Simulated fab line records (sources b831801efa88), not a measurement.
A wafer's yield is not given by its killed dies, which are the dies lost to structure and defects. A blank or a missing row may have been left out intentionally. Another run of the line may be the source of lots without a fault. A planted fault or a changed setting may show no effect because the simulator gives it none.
Chamber matching + flow sky130 + 4 sister chambers for SKY_VIA2_ETCH_15 on rieDiel-01
The step etches SiO2 in C4F8/O2/Ar, stops on TiN, target depth 546 nm, time 84 s. 8 wafers are shown with their chamber, then 12 later ones without.

== WAFERS, EACH WITH ITS CHAMBER ==
| wafer  | chamber | oesProductAu (a.u.) |
|--------|---------|---------------------|
| L082.3 | 3       | 0.939               |
| L086.2 | 3       | 0.935               |
| L087.4 | 1       | 0.944               |
| L088.1 | 2       | 0.930               |
| L088.6 | 2       | 0.942               |
| L089.1 | 1       | 0.942               |
| L089.2 | 0       | 0.938               |
| L089.4 | 0       | 0.939               |

== WAFERS WHOSE CHAMBER IS MISSING ==
| wafer  | oesProductAu (a.u.) |
|--------|---------------------|
| L091.2 | 0.948               |
| L091.3 | 0.939               |
| L091.6 | 0.946               |
| L093.3 | 0.930               |
| L093.4 | 0.944               |
| L093.6 | 0.951               |
| L095.3 | 0.938               |
| L095.4 | 0.941               |
| L095.6 | 0.938               |
| L096.2 | 0.942               |
| L096.5 | 0.942               |
| L096.6 | 0.940               |

== CHAMBER TAKEN BY EACH ==
| wafer  | from the rows above               | in truth |
|--------|-----------------------------------|----------|
| L091.2 | can't be placed: 1 or 0 or 3 or 2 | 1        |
| L091.3 | can't be placed: 0 or 3 or 2 or 1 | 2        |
| L091.6 | can't be placed: 1 or 0 or 3 or 2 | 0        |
| L093.3 | can't be placed: 2 or 3 or 0 or 1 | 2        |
| L093.4 | can't be placed: 1 or 0 or 3 or 2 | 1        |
| L093.6 | can't be placed: 1 or 0 or 3 or 2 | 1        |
| L095.3 | can't be placed: 0 or 3 or 2 or 1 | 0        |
| L095.4 | can't be placed: 1 or 0 or 3 or 2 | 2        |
| L095.6 | can't be placed: 0 or 3 or 2 or 1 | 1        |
| L096.2 | can't be placed: 1 or 0 or 3 or 2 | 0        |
| L096.5 | can't be placed: 1 or 0 or 3 or 2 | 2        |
| L096.6 | can't be placed: 0 or 3 or 1 or 2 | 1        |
Placed correctly: 0 of 12. From these rows, 12 cannot be placed; in 12 the true chamber is one of the candidates. Placed wrongly: 0.
How it was worked out, from the rows above alone: a wafer's distance from a chamber is the root of the sum, over the readings, of the square of ((its reading less the chamber's mean) divided by the reading's scatter). The wafer belongs to the nearest chamber; if the next one is less than 2 further off, it can't be placed. For every chamber, the mean is computed from those of its wafers that are shown. The scatter: take each reading less its chamber's mean, square it, sum over the shown wafers, divide by the number of wafers less the number of chambers, and take the root.
